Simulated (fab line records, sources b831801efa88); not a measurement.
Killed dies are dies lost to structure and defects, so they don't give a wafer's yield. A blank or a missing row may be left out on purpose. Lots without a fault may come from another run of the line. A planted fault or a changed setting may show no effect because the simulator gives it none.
A struck lot beside a sound one | flow gf180mcu | 30 steps out of a route of 602
Sound: wafers L659.1, L659.4, L659.6. Struck: wafers L670.4, L670.5, L670.6. The cause comes at the end.
At each step with rows: each side's tool, then ch and its chambers, then its first start. Under that, the readings that differ: sound wafers | struck wafers | difference of the means | sigmas: that difference in standard deviations of wafers without a fault.
alike: readings whose means differ by less than 2 such deviations, and words and numbers that are the same on both sides. not compared: withheld readings, readings that some wafer has no value for, bounds like >300 that may hide the same value, and numbers for which the record gives no deviation and whose values overlap.
The two part at a step that has a row with sigmas, a row that says differs or no value, or rows on one side only. Numbers that don't overlap but have no deviation are shown without sigmas and don't part them. A reading that every wafer of one side lacks parts them only if that side has two wafers or more.

first, 4 steps without rows for these wafers: GF_M2_SOFTBAKE_10 (time 60 s); GF_M2_EXPOSE_11 (exposes mask Metal2, target cd 280 nm); GF_M2_PEB_12 (peb time 90 s); GF_M2_DEVELOP_13 (develop time 60 s).
GF_M2_CD_MEAS_14: target cd 280 nm.
  sound on cd_sem-02, day 22 12:31; struck on cd_sem-01, day 25 14:33
  alike: cd_nm
GF_M2_OVL_MEAS_15:
  sound on overlay-02, day 22 12:38; struck on overlay-02, day 25 14:38
  alike: M2_OVL
GF_M2_METAL_ETCH_16: etches the open film in Cl2/BCl3, stops on SiO2, target depth 750.8 nm, time 125.1 s.
  sound on rie_metal-02 ch 0, day 22 12:40; struck on rie_metal-04 ch 0,1, day 25 14:41
  alike: bcl3_flow_sccm, chamber_pressure_mTorr, drypump_motor_current_A, oes_product_au, throttle_valve_pct
  not compared: rf_hours_counter_h
GF_M2_STRIP_17: strips in O2/N2.
  sound on plasma_asher-04 ch 0,1, day 22 12:56; struck on plasma_asher-03 ch 0,1, day 25 14:49
  alike: chamber_pressure_mTorr, drypump_motor_current_A, heater_power_w, oes_product_au, strip_time_to_endpoint_s
  not compared: rf_hours_counter_h
then, 3 steps without rows for these wafers: GF_M2_STRIP_18 (strips in post etch residue remover, time 1200 s); GF_M2_CLEAN_19 (cleans in DIW); GF_V2_CVD_00 (deposits SiO2, target thk 600 nm, time 100 s).
GF_V2_THK_MEAS_01:
  sound on film_metro-02, day 22 13:35; struck on film_metro-04, day 25 15:25
  alike: V2_CVD_00_THK
GF_V2_CVD_02: deposits SiO2 from TEOS, target thk 850 nm, time 94.851 s.
  sound on pecvd-01 ch 0,1, day 22 13:38; struck on pecvd-02 ch 0,1,2, day 25 15:28
  alike: heater_power_w
GF_V2_THK_MEAS_03:
  sound on film_metro-04, day 22 13:43; struck on film_metro-04, day 25 15:32
  reading            | sound       | struck      | difference | sigmas
  V2_CVD_02_THK (nm) | 836 848 852 | 700 712 700 | -141       | -12
GF_V2_CMP_04: polishes SiO2.
  sound on cmp-02 ch 1,3, day 22 13:46; struck on cmp-01 ch 0,1, day 25 15:34
  alike: motor_current_A, time_to_endpoint_s
GF_V2_BOW_MEAS_05:
  sound on film_metro-04, day 22 14:04; struck on film_metro-02, day 25 15:56
  alike: V2_BOW
then, 8 steps without rows for these wafers: GF_V2_DEHYDRATE_06 (time 60 s); GF_V2_HMDS_07 (prime time 60 s); GF_V2_COAT_08; GF_V2_COAT_09 (resist thk 1000 nm); GF_V2_SOFTBAKE_10 (time 60 s); GF_V2_EXPOSE_11 (exposes mask Via2, target cd 260 nm); GF_V2_PEB_12 (peb time 90 s); GF_V2_DEVELOP_13 (develop time 60 s).
GF_V2_CD_MEAS_14: target cd 260 nm.
  sound on cd_sem-01, day 23 13:02; struck on cd_sem-02, day 26 13:02
  alike: cd_nm
GF_V2_OVL_MEAS_15:
  sound on overlay-02, day 23 13:10; struck on overlay-02, day 26 13:07
  alike: V2_OVL
GF_V2_ETCH_16: etches BARC in N2/H2.
  sound on rie_diel-04 ch 0,1,3, day 23 13:11; struck on rie_diel-03 ch 1,2,3, day 26 13:08
  alike: chamber_pressure_mTorr, drypump_motor_current_A, oes_product_au, throttle_valve_pct
GF_V2_ETCH_17: etches SiO2 in C4F8/O2/Ar, stops on TiN, target depth 630 nm.
  sound on rie_diel-04 ch 0,1,3; struck on rie_diel-03 ch 1,2,3
  reading               | sound             | struck            | difference | sigmas
  oes_product_au (a.u.) | 0.860 0.855 0.862 | 0.751 0.748 0.747 | -0.110     | -28
  alike: chamber_pressure_mTorr
GF_V2_STRIP_18: strips in O2/N2.
  sound on plasma_asher-03 ch 0,1, day 23 13:19; struck on plasma_asher-03 ch 0,1, day 26 13:17
  alike: chamber_pressure_mTorr, drypump_motor_current_A, heater_power_w, oes_product_au
  not compared: rf_hours_counter_h
-- the record jumps here: 7 days lie between the struck wafers' starts before and after (it left off in module V2 and takes up again in module PASSIVATION, whose first step shown is number 602 of the route) --
GF_PASSIVATION_PROBE_99:
  the record has rows for the struck wafers here (prober-02, day 33 21:53) and none for the sound ones

WHERE THEY PART
First at GF_V2_THK_MEAS_03; last, within this record, at GF_PASSIVATION_PROBE_99.

WHY: what the simulator had put in
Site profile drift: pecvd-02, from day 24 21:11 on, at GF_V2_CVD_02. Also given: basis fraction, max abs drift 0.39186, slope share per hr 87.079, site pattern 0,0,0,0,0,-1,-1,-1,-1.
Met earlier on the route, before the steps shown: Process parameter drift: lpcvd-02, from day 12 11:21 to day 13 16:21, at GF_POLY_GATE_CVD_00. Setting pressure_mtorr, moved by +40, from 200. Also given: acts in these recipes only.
